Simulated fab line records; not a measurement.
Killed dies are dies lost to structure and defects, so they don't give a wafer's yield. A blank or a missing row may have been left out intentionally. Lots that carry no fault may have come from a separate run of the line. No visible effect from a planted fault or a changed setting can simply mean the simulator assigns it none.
Matching of chambers + flow gf180mcu + GF_POLY_GATE_ETCH_12 on rie-diel-01 has 4 sister chambers
The step etches BARC in N2/H2. 4 wafers are shown with their chamber, then 9 later ones without.

== WAFERS PAIRED WITH THEIR CHAMBERS ==
| wafer  | chamber | drypump-motor-current-A (A) |
|--------|---------|-----------------------------|
| L076.3 | 3       | 5.3                         |
| L090.1 | 1       | 5.3                         |
| L090.2 | 2       | 5.3                         |
| L090.3 | 0       | 6.1                         |

== WAFERS MISSING THEIR CHAMBER ==
| wafer  | drypump-motor-current-A (A) |
|--------|-----------------------------|
| L091.1 | 6.1                         |
| L091.2 | 5.4                         |
| L091.6 | 5.3                         |
| L093.3 | 5.3                         |
| L093.4 | 5.3                         |
| L093.5 | 5.4                         |
| L096.2 | 5.3                         |
| L096.3 | 5.3                         |
| L096.5 | 5.2                         |

== WHICH CHAMBER EACH WENT THROUGH ==
| wafer  | from the rows above          | in truth |
|--------|------------------------------|----------|
| L091.1 | 0                            | 0        |
| L091.2 | can't be placed: 1 or 2 or 3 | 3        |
| L091.6 | can't be placed: 1 or 2 or 3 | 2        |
| L093.3 | can't be placed: 1 or 2 or 3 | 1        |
| L093.4 | can't be placed: 1 or 2 or 3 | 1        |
| L093.5 | can't be placed: 1 or 2 or 3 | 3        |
| L096.2 | can't be placed: 1 or 2 or 3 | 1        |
| L096.3 | can't be placed: 1 or 2 or 3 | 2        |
| L096.5 | can't be placed: 1 or 2 or 3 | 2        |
Correctly placed: 1 of 9. These rows do not allow placing 8 (true chamber among the candidates in 8). Wrongly placed: 0.
How it was worked out, from the rows above alone: a wafer's distance from a chamber is the root of the sum, over the readings, of the square of ((its reading less the chamber's mean) divided by the reading's scatter). The wafer belongs to the nearest chamber; if the next one is less than 2 further off, it can't be placed. The mean given for a chamber averages the wafers shown for that chamber. The scatter (one wafer shown for each chamber): square how far every hidden wafer sits from the nearest shown wafer, average those squares and take the square root.
